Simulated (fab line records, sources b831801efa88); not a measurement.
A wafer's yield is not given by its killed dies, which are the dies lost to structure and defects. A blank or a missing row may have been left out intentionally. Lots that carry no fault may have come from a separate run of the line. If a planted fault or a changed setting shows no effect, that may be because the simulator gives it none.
fab line records -- flow gf180mcu
[record] lots = 10, wafers = 30, lastDay = 34
route steps=602 shown M1@318 M3@411 V4@476
lots with no fault: from the same line, run without faults
startH: hours from the record's first day to the start of the lot's first wafer shown -- waitH: hours since the lot's step before -- " the same as in the row above -- L1.1+2: several wafers, shown together as one row -- - value missing, or start not given -- * or withheld: withheld -- < > ~ a bound
route shown NAME@n: a module of which the file shows steps, and the number in the route of the first -- usual: the fault-free wafers' mean and standard deviation -- same: alike in all rows -- chamber/n: place in a boat -- sites: each site's reading -- _std_site: standard deviation of those values -- _edge_site: outer sites' mean less inner sites' -- radiusMm: how far each site lies from the wafer's centre -- mask NAME#n: copy n -- behind: tool/chamber where the wafer was last shaped -- hold: why the lot went on hold/how many hours it stayed there/how the hold came to an end -- device: whichever transistor did not switch (one of n, p or np) -- end of line: the tests these same wafers got at the end of their route -- a step given without rows: its recipe and nothing more -- killed: dies that structure and defects cost at the first sort, which is not the same as the wafer's yield -- map: a wafer's dies, marking killed ones x, the rest . and places with no die _
set.NAME: the setting that was run; set.NAME@STEP: the one run at that earlier step -- model.NAME: the simulator's own value behind a step, which no gauge read
route steps across a sampled set of lots; one table per step, one row per wafer
services: when a tool's chamber went out of use (startH, in hours from the record's first day, below 0 if earlier), for how many hours, and the reason
[[steps]]
[step GF_M1_SPUTTER_03]
[recipe] material = Ti, targetThkNm = 10, substrateTempC = 300, chamberPressurePa = 0.3, powerW = 3000, timeS = 6.7
[usual] throttleValvePct = 30.0/0.83
lot.wafer,tool,chamber,startH,waitH,throttleValvePct
L862.1,pvdSputter-01,-,364.88,0.0,28.3
L862.4,pvdSputter-01,-,364.88,0.0,31.4
L862.6,pvdSputter-01,-,364.88,0.0,28.1
L863.1,pvdSputter-01,-,370.83,0.0,28.3
L863.2,pvdSputter-01,-,370.83,0.0,31.4
L863.6,pvdSputter-01,-,370.83,0.0,28.5
L864.1,pvdSputter-04,-,377.30,0.0,30.7
L864.2,pvdSputter-04,-,377.30,0.0,30.4
L864.5,pvdSputter-04,-,377.30,0.0,31.0
L868.1,pvdSputter-03,-,411.69,0.0,29.4
L868.3,pvdSputter-03,-,411.69,0.0,31.1
L868.5,pvdSputter-03,-,411.69,0.0,29.7
L870.2,pvdSputter-03,-,429.79,0.0,30.7
L870.3,pvdSputter-03,-,429.79,0.0,29.6
L870.4,pvdSputter-03,-,429.79,0.0,29.7
L873.2,pvdSputter-01,-,460.15,0.0,28.6
L873.3,pvdSputter-01,-,460.15,0.0,29.7
L873.4,pvdSputter-01,-,460.15,0.0,29.5
L875.3,pvdSputter-04,-,479.76,0.0,30.8
L875.5,pvdSputter-04,-,479.76,0.0,30.7
L875.6,pvdSputter-04,-,479.76,0.0,29.2
L876.1,pvdSputter-04,-,485.94,0.0,30.8
L876.2,pvdSputter-04,-,485.94,0.0,30.7
L876.5,pvdSputter-04,-,485.94,0.0,28.9
L878.2,pvdSputter-01,-,504.01,0.0,29.5
L878.4,pvdSputter-01,-,504.01,0.0,28.2
L878.5,pvdSputter-01,-,504.01,0.0,29.4
L885.1,pvdSputter-04,-,560.53,0.0,30.5
L885.3,pvdSputter-04,-,560.53,0.0,29.4
L885.6,pvdSputter-04,-,560.53,0.0,30.2
[step GF_M3_SPUTTER_02]
[recipe] material = AlCu, targetThkNm = 450, powerW = 10600, timeS = 23.9, chamberPressurePa = 0.4
[usual] throttleValvePct = 30.1/0.8
lot.wafer,tool,chamber,startH,waitH,throttleValvePct
L862.1,pvdSputter-04,-,465.33,0.0,30.3
L862.4,pvdSputter-04,-,465.33,0.0,30.7
L862.6,pvdSputter-04,-,465.33,0.0,30.7
L863.1,pvdSputter-04,-,471.09,0.0,29.0
L863.2,pvdSputter-04,-,471.09,0.0,30.9
L863.6,pvdSputter-04,-,471.09,0.0,30.6
L864.1,pvdSputter-01,-,478.98,0.0,30.4
L864.2,pvdSputter-01,-,478.98,0.0,31.1
L864.5,pvdSputter-01,-,478.98,0.0,31.2
L868.1,pvdSputter-01,-,513.44,0.0,31.2
L868.3,pvdSputter-01,-,513.44,0.0,29.6
L868.5,pvdSputter-01,-,513.44,0.0,30.3
L870.2,pvdSputter-01,-,531.58,0.0,31.5
L870.3,pvdSputter-01,-,531.58,0.0,30.2
L870.4,pvdSputter-01,-,531.58,0.0,28.1
L873.2,pvdSputter-04,-,558.70,0.0,30.0
L873.3,pvdSputter-04,-,558.70,0.0,30.8
L873.4,pvdSputter-04,-,558.70,0.0,28.9
L875.3,pvdSputter-03,-,576.26,0.0,30.8
L875.5,pvdSputter-03,-,576.26,0.0,29.6
L875.6,pvdSputter-03,-,576.26,0.0,29.5
L876.1,pvdSputter-04,-,583.66,0.0,30.4
L876.2,pvdSputter-04,-,583.66,0.0,30.6
L876.5,pvdSputter-04,-,583.66,0.0,30.3
L878.2,pvdSputter-03,-,598.97,0.0,29.8
L878.4,pvdSputter-03,-,598.97,0.0,29.6
L878.5,pvdSputter-03,-,598.97,0.0,29.7
L885.1,pvdSputter-03,-,650.56,0.0,29.4
L885.3,pvdSputter-03,-,650.56,0.0,30.9
L885.6,pvdSputter-03,-,650.56,0.0,29.5
[step GF_V4_CVD_00]
[recipe] material = SiO2, targetThkNm = 600, sigmaOpenFrac = 0.3, tempC = 400, timeS = 100, sih4FlowSccm = 60, pressureMtorr = 6
lot.wafer,tool,chamber,startH,waitH
L862.1+4+6,hdpcvd-01,"1,1,2",538.82,0.0
L863.1+2+6,hdpcvd-02,"1,0,1",544.19,0.0
L864.1+2+5,hdpcvd-02,"0,1,2",551.99,0.0
L868.1+3+5,hdpcvd-01,"2,1,1",584.40,0.0
L870.2+3+4,hdpcvd-01,"2,0,0",600.49,0.0
L873.2+3+4,hdpcvd-01,"1,2,2",625.71,0.0
L875.3+5+6,hdpcvd-02,"1,0,1",641.94,0.0
L876.1+2+5,hdpcvd-02,"1,2,2",649.54,0.0
L878.2+4+5,hdpcvd-02,"1,2,0",662.77,0.0
L885.1+3+6,hdpcvd-02,"0,1,1",711.29,0.0
[step GF_V4_THK_MEAS_01]
[recipe] reads = SiO2_of_V4_CVD_00
[usual] V4_CVD_00_THK = 598/8.4
lot.wafer,tool,chamber,startH,waitH,V4_CVD_00_THK[nm]
L862.1,filmMetro-04,-,538.90,0.0,585
L862.4,filmMetro-04,-,538.90,0.0,584
L862.6,filmMetro-04,-,538.90,0.0,595
L863.1,filmMetro-04,-,544.27,0.0,613
L863.2,filmMetro-04,-,544.27,0.0,603
L863.6,filmMetro-04,-,544.27,0.0,604
L864.1,filmMetro-04,-,552.06,0.0,587
L864.2,filmMetro-04,-,552.06,0.0,601
L864.5,filmMetro-04,-,552.06,0.0,601
L868.1,filmMetro-03,-,584.49,0.1,463
L868.3,filmMetro-03,-,584.49,0.1,454
L868.5,filmMetro-03,-,584.49,0.1,449
L870.2,filmMetro-03,-,600.57,0.0,469
L870.3,filmMetro-03,-,600.57,0.0,460
L870.4,filmMetro-03,-,600.57,0.0,464
L873.2,filmMetro-04,-,625.80,0.0,448
L873.3,filmMetro-04,-,625.80,0.0,471
L873.4,filmMetro-04,-,625.80,0.0,476
L875.3,filmMetro-01,-,642.03,0.1,595
L875.5,filmMetro-01,-,642.03,0.1,589
L875.6,filmMetro-01,-,642.03,0.1,588
L876.1,filmMetro-04,-,649.61,0.0,603
L876.2,filmMetro-04,-,649.61,0.0,613
L876.5,filmMetro-04,-,649.61,0.0,613
L878.2,filmMetro-01,-,662.85,0.0,594
L878.4,filmMetro-01,-,662.85,0.0,614
L878.5,filmMetro-01,-,662.85,0.0,607
L885.1,filmMetro-04,-,711.37,0.0,598
L885.3,filmMetro-04,-,711.37,0.0,587
L885.6,filmMetro-04,-,711.37,0.0,601
[step GF_V4_THK_MEAS_25]
[recipe] thkMeasGauge = xrf, reads = W_of_V4_CVD_23
[usual] V4_W_THK = 360/8.9
lot.wafer,tool,chamber,startH,waitH,V4_W_THK[nm]
L862.1,filmMetro-04,-,561.94,0.1,358
L862.4,filmMetro-04,-,561.94,0.1,360
L862.6,filmMetro-04,-,561.94,0.1,359
L863.1,filmMetro-01,-,568.64,0.1,353
L863.2,filmMetro-01,-,568.64,0.1,365
L863.6,filmMetro-01,-,568.64,0.1,369
L864.1,filmMetro-01,-,575.11,0.1,350
L864.2,filmMetro-01,-,575.11,0.1,340
L864.5,filmMetro-01,-,575.11,0.1,343
L868.1,filmMetro-01,-,607.67,0.1,354
L868.3,filmMetro-01,-,607.67,0.1,358
L868.5,filmMetro-01,-,607.67,0.1,353
L870.2,filmMetro-03,-,622.49,0.1,355
L870.3,filmMetro-03,-,622.49,0.1,354
L870.4,filmMetro-03,-,622.49,0.1,356
L873.2,filmMetro-03,-,647.79,0.1,350
L873.3,filmMetro-03,-,647.79,0.1,353
L873.4,filmMetro-03,-,647.79,0.1,355
L875.3,filmMetro-03,-,663.19,0.1,372
L875.5,filmMetro-03,-,663.19,0.1,372
L875.6,filmMetro-03,-,663.19,0.1,359
L876.1,filmMetro-04,-,670.28,0.1,347
L876.2,filmMetro-04,-,670.28,0.1,355
L876.5,filmMetro-04,-,670.28,0.1,349
L878.2,filmMetro-01,-,683.65,0.1,369
L878.4,filmMetro-01,-,683.65,0.1,361
L878.5,filmMetro-01,-,683.65,0.1,365
L885.1,filmMetro-03,-,730.92,0.1,355
L885.3,filmMetro-03,-,730.92,0.1,354
L885.6,filmMetro-03,-,730.92,0.1,354
[[services]]
tool,chamber,startH,hours,kind
hdpcvd-01,0,360.62,22.3,repair
pvdSputter-03,0,377.41,-,consumableReplace:kit
pvdSputter-03,0,377.41,18.0,scheduledDown
pvdSputter-03,0,377.41,18.0,ventCycle
pvdSputter-01,3,400.00,-,consumableReplace:kit
pvdSputter-01,3,400.00,18.0,scheduledDown
pvdSputter-01,3,400.00,18.0,ventCycle
hdpcvd-01,2,402.95,6.1,repair
hdpcvd-01,-,417.84,0.6,repair
hdpcvd-01,-,480.51,2.8,pm
pvdSputter-03,-,504.02,0.9,repair
hdpcvd-02,-,528.04,0.3,repair
pvdSputter-01,-,535.85,1.7,repair
pvdSputter-01,-,538.07,1.2,repair
hdpcvd-01,-,539.25,15.0,pm
pvdSputter-01,-,548.95,46.6,repair
pvdSputter-03,3,562.72,-,consumableReplace:kit
pvdSputter-03,3,562.72,18.0,scheduledDown
pvdSputter-01,2,622.46,-,consumableReplace:kit
pvdSputter-01,2,622.46,18.0,scheduledDown
pvdSputter-01,2,622.46,18.0,ventCycle
pvdSputter-04,3,645.40,-,consumableReplace:kit
pvdSputter-04,3,645.40,18.0,scheduledDown
pvdSputter-04,3,645.40,18.0,ventCycle
[[key]]
[firstSign] step = GF_V4_THK_MEAS_01, reading = V4_CVD_00_THK, direction = down, sigmas = 16, usual = 598, struck = 462
effect none on later readings
metAt GF_V4_CVD_00
struckLots L868,L870,L873
sortLeftOut L870.2,L870.3,L870.4
notActingAt GF_M1_SPUTTER_03,GF_M3_SPUTTER_02,GF_V4_THK_MEAS_25
onsetBetween 538.82 584.40
[fault] kind = siteProfileDrift, tool = hdpcvd-01, chamber = -, onsetH = 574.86, steps = GF_V4_CVD_00, basis = fraction, maxAbsDrift = 0.50974, slopeSharePerHr = 113.28, sitePattern = 0,0,0,0,0,-1,-1,-1,-1
// sortLeftOut: the simulated sort isn't trusted on such a fault, so these wafers' sort isn't shown, and their yield isn't known
